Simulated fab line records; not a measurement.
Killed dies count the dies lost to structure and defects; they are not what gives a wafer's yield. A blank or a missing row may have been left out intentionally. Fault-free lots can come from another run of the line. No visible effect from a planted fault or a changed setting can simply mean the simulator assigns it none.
A lot that was struck, set against a sound lot    flow gf180mcu    37 out of 602 route steps
Sound: the wafers L433.1, L433.2, L433.6. Struck: wafer L439.3 (L439.5, L439.6, from the same lot, were not struck and are left out); the cause is given at the end.
At each step with rows: each side's tool, then ch and its chambers, then its first start. Under that, the readings that differ: sound wafers    struck wafers    difference of the means    sigmas: that difference in standard deviations of wafers without a fault.
alike: readings whose means differ by less than 2 such deviations, and words and numbers that are the same on both sides. not compared: withheld readings, readings that some wafer has no value for, bounds like >300 that may hide the same value, and numbers for which the record gives no deviation and whose values overlap.
A row with sigmas, a row that says differs or no value, or rows on one side alone: a step with any of these is where the two part. Numbers that have no deviation but don't overlap get no sigmas and don't part them. A reading that every wafer of one side lacks parts them only if that side has two wafers or more.

first, 2 steps without rows for these wafers: GF_M4_PEB_12 (peb time 90 s); GF_M4_DEVELOP_13 (develop time 60 s).
GF_M4_CD_MEAS_14: target cd 280 nm.
  sound: cdSem-02 at day 24 08:34; struck: cdSem-01 at day 26 00:58
  alike: cdNm
GF_M4_OVL_MEAS_15:
  sound: overlay-02 at day 24 08:41; struck: overlay-02 at day 26 01:03
  alike: M4_OVL
then, 1 step without rows for these wafers: GF_M4_METAL_ETCH_16 (etches the open film in Cl2/BCl3, stops on SiO2, target depth 750.8 nm, time 125.1 s).
GF_M4_STRIP_17: strips in O2/N2.
  sound on plasmaAsher-03 ch 0,1, day 24 08:51; struck on plasmaAsher-03 ch 1, day 26 01:14
reading            sound           struck  difference  sigmas
o2FlowSccm (sccm)  2988 3003 2996  3013    +17         +2
  alike: drypumpMotorCurrentA, heaterPowerW, oesProductAu, stripTimeToEndpointS
  not compared: rfHoursCounterH
then, 3 steps without rows for these wafers: GF_M4_STRIP_18 (strips in post etch residue remover, time 1200 s); GF_M4_CLEAN_19 (cleans in DIW); GF_V4_CVD_00 (deposits SiO2, target thk 600 nm, time 100 s).
GF_V4_THK_MEAS_01:
  sound: filmMetro-02 at day 24 09:28; struck: filmMetro-03 at day 26 01:50
  alike: V4_CVD_00_THK
then, 1 step without rows for these wafers: GF_V4_CVD_02 (deposits SiO2 from TEOS, target thk 850 nm, time 94.851 s).
GF_V4_THK_MEAS_03:
  sound: filmMetro-03 at day 24 09:35; struck: filmMetro-03 at day 26 01:58
  alike: V4_CVD_02_THK
GF_V4_CMP_04: polishes SiO2.
  sound on cmp-02 ch 1,2, day 24 09:39; struck on cmp-02 ch 0, day 26 02:06
reading                             sound            struck  difference  sigmas
timeToEndpointS (s)                 79 81 86         56      -26         -5
model.SiO2_of_V4_CVD_02.thkNm (nm)  634.5 634.7 634  695.7   +61.3       
  alike: motorCurrentA
GF_V4_BOW_MEAS_05:
  sound: filmMetro-02 at day 24 09:57; struck: filmMetro-03 at day 26 02:20
  alike: V4_BOW
then, 8 steps without rows for these wafers: GF_V4_DEHYDRATE_06 (time 60 s); GF_V4_HMDS_07 (prime time 60 s); GF_V4_COAT_08; GF_V4_COAT_09 (resist thk 982.1 nm); GF_V4_SOFTBAKE_10 (time 60 s); GF_V4_EXPOSE_11 (exposes mask Via4, target cd 260 nm); GF_V4_PEB_12 (peb time 90 s); GF_V4_DEVELOP_13 (develop time 60 s).
GF_V4_CD_MEAS_14: target cd 260 nm.
  sound: cdSem-01 at day 25 07:24; struck: cdSem-02 at day 26 22:54
  alike: cdNm
GF_V4_OVL_MEAS_15:
  sound: overlay-01 at day 25 07:31; struck: overlay-01 at day 26 22:59
  alike: V4_OVL
then, 1 step without rows for these wafers: GF_V4_ETCH_16 (etches BARC in N2/H2).
GF_V4_ETCH_17: etches SiO2 in C4F8/O2/Ar, stops on TiN, target depth 630 nm.
  sound on rieDiel-03 ch 0,1,2; struck on rieDiel-03 ch 1
reading                       sound              struck  difference  sigmas
oesProductAu (a.u.)           0.862 0.856 0.862  0.904   +0.044      +10
model.etch.depthNm (nm)       634.5 634.7 634    695.7   +61.3       
model.V4.featureDepthNm (nm)  634.5 634.7 634    695.7   +61.3       
GF_V4_STRIP_18: strips in O2/N2.
  sound on plasmaAsher-01 ch 0,1, day 25 07:41; struck on plasmaAsher-02 ch 0, day 26 23:11
  alike: drypumpMotorCurrentA, heaterPowerW, o2FlowSccm, oesProductAu
  not compared: rfHoursCounterH
then, 2 steps without rows for these wafers: GF_V4_STRIP_19 (strips in post etch residue remover, time 1200 s); GF_V4_CLEAN_20 (cleans in DIW).
GF_V4_SPUTTER_21: material Ti, target thk 15 nm, time 80.02 s.
  sound: pvdSputter-01 at day 25 08:17; struck: pvdSputter-03 at day 26 23:44
  alike: chamberPressurePa, throttleValvePct
then, 1 step without rows for these wafers: GF_V4_SPUTTER_22 (material TiN, target thk 10 nm, time 40 s).
GF_V4_CVD_23: deposits W, target thk 350 nm, time 104.9 s.
  sound on cvdW-01 ch 0,1, day 25 08:23; struck on cvdW-02 ch 1, day 26 23:53
  alike: heaterPowerW
GF_V4_RS_MEAS_24: a four-point-probe measurement.
  sound: filmMetro-01 at day 25 08:29; struck: filmMetro-03 at day 26 23:59
  alike: V4_W_RS
GF_V4_THK_MEAS_25: measures by xrf.
  sound: filmMetro-01 at day 25 08:37; struck: filmMetro-03 at day 27 00:05
  alike: V4_W_THK
GF_V4_CMP_26: polishes, stops on SiO2, t overpolish 15 s, target thk 0 nm.
  sound on cmp-02 ch 0,3, day 25 08:43; struck on cmp-01 ch 0, day 27 00:14
reading                             sound              struck  difference  sigmas
model.SiO2_of_V4_CVD_02.thkNm (nm)  630.7 630.9 630.2  691.9   +61.3       
  alike: motorCurrentA
GF_MIM_SPUTTER_00: material Ti, target thk 37.5 nm, time 150 s.
  sound: pvdSputter-03 at day 25 08:58; struck: pvdSputter-01 at day 27 00:26
  alike: chamberPressurePa, throttleValvePct
-- the record jumps here: 4 days lie between the struck wafers' starts before and after (it left off in module MIM and takes up again in module PASSIVATION, whose first step shown is number 602 of the route) --
GF_PASSIVATION_PROBE_99:
  the record has rows for the struck wafers here (prober-02, day 31 07:44) and none for the sound ones

WHERE THEY PART
First at GF_M4_STRIP_17; last, within this record, at GF_PASSIVATION_PROBE_99.

WHY: what had been put in by the simulator
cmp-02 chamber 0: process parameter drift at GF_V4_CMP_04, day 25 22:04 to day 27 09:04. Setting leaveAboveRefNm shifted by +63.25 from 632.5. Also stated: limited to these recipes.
